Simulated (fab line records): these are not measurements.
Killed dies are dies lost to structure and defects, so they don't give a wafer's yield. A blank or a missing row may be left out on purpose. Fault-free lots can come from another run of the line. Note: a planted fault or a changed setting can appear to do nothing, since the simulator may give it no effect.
Which tool is to blame? ; flow gf180mcu ; 12 lots, 34 wafers sampled, at 6 steps of a route of 602

WHAT EACH GAUGE READ, for each wafer
GF_NWELL_TW_MEAS_11.
lot;measured;on;NWELL_TW
L118;day 3 08:44;filmMetro-04;1581 1571 1585
L121;day 4 00:19;filmMetro-04;1583 1575 1575
L122;day 4 05:26;filmMetro-01;1537 1534
L126;day 5 03:22;filmMetro-03;1615 1604 1612
L129;day 6 05:52;filmMetro-03;1617 1598 1616
L130;day 6 10:14;filmMetro-04;1583 1574 1571
L131;day 6 10:34;filmMetro-03;1596 1605 1595
L133;day 6 21:25;filmMetro-04;1576 1579 1578
L136;day 7 10:29;filmMetro-03;1608 1593
L138;day 7 21:23;filmMetro-04;1564 1567 1563
L139;day 8 03:15;filmMetro-03;1605 1606 1602
L141;day 8 13:05;filmMetro-04;1566 1569 1560

GF_LVPWELL_TW_MEAS_11.
lot;measured;on;LVPWELL_TW
L118;day 3 22:14;filmMetro-03;571 570 574
L121;day 4 14:55;filmMetro-03;572 574 572
L122;day 4 18:47;filmMetro-01;548 547
L126;day 5 18:19;filmMetro-04;554 556 554
L129;day 6 21:22;filmMetro-01;550 549 550
L130;day 7 01:49;filmMetro-03;571 570 570
L131;day 7 02:24;filmMetro-03;569 569 570
L133;day 7 12:58;filmMetro-03;572 573 568
L136;day 8 02:28;filmMetro-03;574 573
L138;day 8 13:51;filmMetro-04;557 559 558
L139;day 8 21:01;filmMetro-04;556 556 556
L141;day 9 06:01;filmMetro-04;553 557 553

GF_VT_IMPLANT_TW_MEAS_21.
lot;measured;on;VT_IMPLANT_2_TW
L118;day 6 06:33;filmMetro-03;1239 1236 1231
L121;day 7 00:22;filmMetro-02;1219 1210 1219
L122;day 7 05:38;filmMetro-02;1221 1207
L126;day 8 08:18;filmMetro-02;1206 1203 1208
L129;day 9 15:11;filmMetro-02;30 30 30
L130;day 9 19:20;filmMetro-02;30 30 30
L131;day 9 20:28;filmMetro-03;31 31 30
L133;day 10 09:04;filmMetro-04;1204 1203 1204
L136;day 10 23:43;filmMetro-03;1234 1233
L138;day 11 13:22;filmMetro-02;1213 1212 1213
L139;day 11 20:40;filmMetro-03;1235 1240 1237
L141;day 12 05:29;filmMetro-04;1195 1200 1208

EACH LOT AND THE TOOL THAT RAN IT (in order: tool; ch and the chambers of the sampled wafers; start)
lot;GF_STI_ETCH_13;GF_VT_IMPLANT_STRIP_09;GF_VT_IMPLANT_STRIP_20
L118;rieDiel-04 ch 0,1, day 2 02:18;plasmaAsher-03 ch 0,1, day 5 15:39;plasmaAsher-02 ch 0,1, day 6 06:27
L121;rieDiel-01 ch 1,2, day 2 17:09;plasmaAsher-02 ch 0,1, day 6 09:01;plasmaAsher-02 ch 0,1, day 7 00:16
L122;rieDiel-01 ch 0,2, day 2 22:14;plasmaAsher-02 ch 0,1, day 6 14:35;plasmaAsher-01 ch 0,1, day 7 05:34
L126;rieDiel-03 ch 0,2, day 3 18:59;plasmaAsher-02 ch 0,1, day 7 16:00;plasmaAsher-02 ch 0,1, day 8 08:12
L129;rieDiel-01 ch 0,1,3, day 4 10:39;plasmaAsher-02 ch 0,1, day 8 21:54;plasmaAsher-03 ch 0,1, day 9 15:06
L130;rieDiel-03 ch 0,3, day 4 15:56;plasmaAsher-01 ch 0,1, day 9 02:06;plasmaAsher-02 ch 0,1, day 9 19:13
L131;rieDiel-01 ch 0,1,2, day 4 21:20;plasmaAsher-02 ch 0,1, day 9 02:45;plasmaAsher-02 ch 1, day 9 20:22
L133;rieDiel-03 ch 1,2,3, day 5 10:47;plasmaAsher-02 ch 0,1, day 9 14:43;plasmaAsher-01 ch 0,1, day 10 08:57
L136;rieDiel-03 ch 0,3, day 5 22:42;plasmaAsher-01 ch 1, day 10 04:52;plasmaAsher-02 ch 0,1, day 10 23:37
L138;rieDiel-04 ch 0,2,3, day 6 09:11;plasmaAsher-01 ch 0,1, day 10 18:43;plasmaAsher-02 ch 0,1, day 11 13:16
L139;rieDiel-01 ch 1,3, day 6 13:47;plasmaAsher-02 ch 1, day 11 01:55;plasmaAsher-02 ch 0,1, day 11 20:34
L141;rieDiel-03 ch 1,2, day 7 00:32;plasmaAsher-02 ch 0,1, day 11 12:21;plasmaAsher-03 ch 0,1, day 12 05:24
- GF_STI_ETCH_13: etches the open film in CHF3/O2, stops on Si, target depth 282.31 nm, time 112.9 s.
- GF_VT_IMPLANT_STRIP_09: strips in O2/N2.
- GF_VT_IMPLANT_STRIP_20: strips in O2/N2.

WHAT THE TOOLS THEMSELVES READ (means of the sampled wafers that have a number; where no wafer has one, the mark that the record gives instead)
GF_STI_ETCH_13.
lot;tool;drypumpMotorCurrentA (A);oesProductAu (a.u.);throttleValvePct (%)
L118;rieDiel-04;5.4;0.842;8.804
L121;rieDiel-01;6.1;0.831;8.808
L122;rieDiel-01;6.0;0.827;8.814
L126;rieDiel-03;5.9;0.826;8.808
L129;rieDiel-01;5.5;0.829;8.809
L130;rieDiel-03;5.9;0.828;8.810
L131;rieDiel-01;5.7;0.830;8.813
L133;rieDiel-03;5.5;0.823;8.810
L136;rieDiel-03;5.9;0.831;8.806
L138;rieDiel-04;5.8;0.827;8.803
L139;rieDiel-01;5.5;0.840;8.825
L141;rieDiel-03;5.5;0.842;8.813

GF_VT_IMPLANT_STRIP_09.
lot;tool;chamberPressureMTorr (mTorr);drypumpMotorCurrentA (A);heaterPowerW (W);oesProductAu (a.u.);stripTimeToEndpointS (s)
L118;plasmaAsher-03;1499.2;5.35;307;0.715;12.68
L121;plasmaAsher-02;1500.4;5.51;382;0.716;12.60
L122;plasmaAsher-02;1500.0;5.46;358;0.711;12.59
L126;plasmaAsher-02;1500.5;5.51;372;0.715;12.63
L129;plasmaAsher-02;-;-;-;-;-
L130;plasmaAsher-01;-;-;-;-;-
L131;plasmaAsher-02;-;-;-;-;-
L133;plasmaAsher-02;1501.7;5.53;372;0.716;12.61
L136;plasmaAsher-01;1500.0;5.54;286;0.713;12.59
L138;plasmaAsher-01;1500.1;5.63;359;0.716;12.63
L139;plasmaAsher-02;1499.1;5.18;332;0.715;12.65
L141;plasmaAsher-02;1499.2;5.37;354;0.716;12.65

GF_VT_IMPLANT_STRIP_20.
lot;tool;chamberPressureMTorr (mTorr);drypumpMotorCurrentA (A);heaterPowerW (W);oesProductAu (a.u.);stripTimeToEndpointS (s)
L118;plasmaAsher-02;1500.0;5.36;353;0.714;12.663
L121;plasmaAsher-02;1499.5;5.53;375;0.714;12.646
L122;plasmaAsher-01;1501.2;5.61;345;0.711;12.613
L126;plasmaAsher-02;1500.3;5.51;373;0.718;12.635
L129;plasmaAsher-03;1500.5;5.30;327;0.719;27.568
L130;plasmaAsher-02;1500.6;5.35;351;0.723;27.663
L131;plasmaAsher-02;1500.2;5.18;330;0.724;27.676
L133;plasmaAsher-01;1500.7;5.62;364;0.718;12.646
L136;plasmaAsher-02;1499.5;5.45;371;0.718;12.646
L138;plasmaAsher-02;1499.3;5.35;355;0.718;12.648
L139;plasmaAsher-02;1500.2;5.34;348;0.715;12.580
L141;plasmaAsher-03;1500.4;5.31;323;0.717;12.660

THE ANSWER, worked out from the rows above alone
Rule: usual is defined by the lots themselves. The widest of any qualifying gaps counts: lots, ordered by their means at a reading, are off when they make up no more than a third of the lots, leave a main group of 4 or more, and stand apart from it by 3 or more times the standard deviation of that group's means. Not used: any main group whose means are identical at the precision the tables above print for the reading. Also off: a lot with no number at a reading for which 4 or more lots have one. Any other lot the step has rows for is counted as sound. Order of review: gauges by route order, followed by the tools' own readings, for which a lot's mean as printed above is used. The first step at which some lot is off is used, and at that step the reading that is off furthest; a lot without a number counts as furthest.
Off: L129, L130, L131, at GF_VT_IMPLANT_TW_MEAS_21 (VT_IMPLANT_2_TW). The main group has a mean of 1218 with a standard deviation of 13.
A tool fits if, at a process step before that reading, it ran every lot that is off, and no sound lot after the first of them. Not tried: the gauges at GF_VT_IMPLANT_TW_MEAS_21; whatever is off there is also off at GF_VT_IMPLANT_STRIP_09, on other tools, and gauge error can't account for it. None of those tried fits.

WHAT WAS PUT IN BY THE SIMULATOR
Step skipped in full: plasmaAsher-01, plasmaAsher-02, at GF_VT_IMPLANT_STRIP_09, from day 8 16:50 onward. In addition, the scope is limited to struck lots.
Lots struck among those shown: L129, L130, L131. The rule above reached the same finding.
